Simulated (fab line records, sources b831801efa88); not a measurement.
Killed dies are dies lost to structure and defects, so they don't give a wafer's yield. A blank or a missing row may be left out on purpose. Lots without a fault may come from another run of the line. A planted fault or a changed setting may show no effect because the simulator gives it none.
Problem report in the 8D (eight disciplines) form, filled by code | flow gf180mcu | the parts of the form that need people (team, actions taken, sign-off) are left out

1. THE PROBLEM
cathode_dc_power_W at GF_M2_SPUTTER_00 reads a mean of 3358.3 W on 6 wafers of 2 lots; wafers without a fault read 4000.1 W with a standard deviation of 0.74. That is -99 or more standard deviations from the usual mean.
The step: material Ti, target thk 37.5 nm, time 150 s.
First seen on wafer L972.3, day 21 06:34, on pvd_sputter-04. The record holds 18 wafers of 6 lots with a number at this step. Rule for "out", or "out of limits": more than 4 standard deviations from the usual mean. The other wafers with a number count as sound.

2. WHAT IT IS AND WHAT IT IS NOT
question                    | is                     | is not
which readings at this step | cathode_dc_power_W     | throttle_valve_pct
which lots                  | L972, L973             | L980, L981, L983, L985
which wafers of those lots  | all that have a number | -
read on which tools         | pvd_sputter-04         | pvd_sputter-01, pvd_sputter-03
when                        | from day 21 06:34      | up to then (0 sound wafers); but 12 sound wafers of L980, L981, L983, L985 came after

3. SUSPECTS, AND WHAT RULES EACH OUT
Counting: a tool at a process step up to the reading stays a suspect if it ran every lot that is out and no sound lot after the first of them.
- pvd_sputter-03 at GF_V1_SPUTTER_22 (material TiN, target thk 10 nm, time 40 s): kept. It ran every lot that is out, first L972 (day 21 05:56), and no sound lot after that.
- cmp-02 at GF_V1_CMP_26 (polishes, stops on SiO2, t overpolish 15 s, target thk 0 nm): ruled out as a lasting fault. Sound lots L985 ran on it after its first lot that is out, L972 (day 21 06:16).
- pvd_sputter-04 at GF_M2_SPUTTER_00 (material Ti, target thk 37.5 nm, time 150 s): ruled out as a lasting fault. Sound lots L980 ran on it after its first lot that is out, L972 (day 21 06:34).
Left after counting: pvd_sputter-03 at GF_V1_SPUTTER_22.

4. THE CAUSE (what the simulator had put in)
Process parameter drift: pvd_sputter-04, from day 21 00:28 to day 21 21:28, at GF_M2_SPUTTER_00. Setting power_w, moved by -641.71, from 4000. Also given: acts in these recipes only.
Counting ruled it out, wrongly.

5. THE CHAIN OF EFFECTS, in route order
Each row: a reading whose mean over the struck wafers that have a number lies more than 3 standard deviations from the usual. Only readings for which the record gives a usual standard deviation are gone through. hours: the time from each lot's start at the first step in this table that gives one to its start at this step, as a median over the lots. sigmas: the change in usual standard deviations.
hours | step             | reading            | usual    | on struck wafers | change | sigmas
0     | GF_M2_SPUTTER_00 | cathode_dc_power_W | 4000.1 W | 3358.3           | -641.8 | -99 or more
The process steps in it:
- GF_M2_SPUTTER_00: material Ti, target thk 37.5 nm, time 150 s.

6. WHAT WOULD HAVE CAUGHT IT SOONER
In this record the first reading out of limits was taken at day 21 06:34, 6 hours after the fault began at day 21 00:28.
